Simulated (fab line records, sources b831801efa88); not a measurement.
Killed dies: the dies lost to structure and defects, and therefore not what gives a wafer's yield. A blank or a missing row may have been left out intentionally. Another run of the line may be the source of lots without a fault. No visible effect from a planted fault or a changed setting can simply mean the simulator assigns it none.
Code-filled problem report in 8D (eight disciplines) form | flow sky130 | the parts of the form that need people (team, actions taken, sign-off) are left out

== 1. THE ISSUE ==
Mean VIA3_HDPCVD_THK at SKY_VIA3_THK_MEAS_01: 2115 nm over 2 wafers in 2 lots; fault-free wafers: 1634 nm, standard deviation 24. That puts it +20 standard deviations away from the usual mean.
Seen first at day 40 15:49 on film-metro-02, wafer L105.3. The record has a number at this step for 32 wafers belonging to 11 lots. The rule behind "out" and "out of limits": a value lying over 4 standard deviations away from the usual mean. The other wafers with a number count as sound.

== 2. WHAT IT IS; WHAT IT IS NOT ==
question                    | is                           | is not
which readings at this step | VIA3_HDPCVD_THK              | -
which lots                  | L105, L107                   | L101, L104, L115, L116, L117, L118, L120, L121, L999
which wafers of those lots  | L105.3, L107.3               | L105.4, L107.4, L107.5
read on which gauges        | film-metro-02, film-metro-03 | film-metro-04
when                        | from day 40 15:49            | up to then (10 sound wafers); but 20 sound wafers of L107, L115, L116, L117, L118, L120, L121 came after

== 3. WHAT RULES OUT EACH SUSPECT ==
Counting: any tool at a process step up to the reading remains a suspect provided it ran every lot that is out. Sound lots after the first of them don't rule it out here, since some wafers of a struck lot are sound.
- the gauge at SKY_VIA3_THK_MEAS_01 has been ruled out. The wafers that are out were read on 2 gauges (film-metro-02, film-metro-03).
- cmp-02 at SKY_VIA2_CMP_24 (polishes, stops on SiO2, t overpolish 20 s, target thk 0 nm): kept. Ran every lot that is out, first one L105 (day 38 09:50); last sound lot up to then L104 (day 38 06:31).
- plasma-asher-01 at SKY_CAPM_STRIP_14 (strips in O2/N2): kept. It ran every lot that is out, first L105 (day 39 11:58).
- hdpcvd-01 at SKY_VIA3_HDPCVD_00 (deposits SiO2, target thk 1635 nm, time 272.5 s): kept. Ran every lot that is out, first one L105 (day 40 15:37); last sound lot up to then L104 (day 40 10:43). On those wafers its own readings are out: run-length-s.
cmp-02 at SKY_VIA2_CMP_24, plasma-asher-01 at SKY_CAPM_STRIP_14 and hdpcvd-01 at SKY_VIA3_HDPCVD_00 are what is left after counting.

== 4. THE CAUSE (what the simulator had put in) ==
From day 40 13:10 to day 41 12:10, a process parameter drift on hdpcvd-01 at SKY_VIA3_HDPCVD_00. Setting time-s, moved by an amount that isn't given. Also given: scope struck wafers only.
Of the 3 suspects that counting leaves, this tool is one.

== 5. SEQUENCE OF EFFECTS, ordered by route ==
One row per reading whose mean, taken over the struck wafers that have a number, lies over 3 standard deviations from the usual. Only readings for which the record gives a usual standard deviation are gone through. hours: the time from each lot's start at the first step in this table that gives one to its start at this step, as a median over the lots. sigmas: the change in usual standard deviations.
hours | step                 | reading         | usual   | on struck wafers | change | sigmas
0     | SKY_VIA3_HDPCVD_00   | run-length-s    | 300.7 s | 378.9            | +78.2  | +99 or more
0     | SKY_VIA3_THK_MEAS_01 | VIA3_HDPCVD_THK | 1634 nm | 2115             | +481   | +20
Here are the process steps it includes:
- SKY_VIA3_HDPCVD_00: deposits SiO2, target thk 1635 nm, time 272.5 s.

== 6. HOW IT WOULD HAVE BEEN CAUGHT EARLIER ==
3 hours passed between the start of the fault at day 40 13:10 and the first reading out of limits at a measuring or inspecting step in this record, taken at day 40 15:49.
At SKY_VIA3_HDPCVD_00, the tool's own readings (run-length-s) were out on each struck wafer the step has a row for, so an alarm limit on them would have fired on the first such wafer.
Of the lots that are out (2), L107 began SKY_VIA3_HDPCVD_00 on hdpcvd-01 after day 40 15:49. A tool hold placed at that time would have kept it from harm.
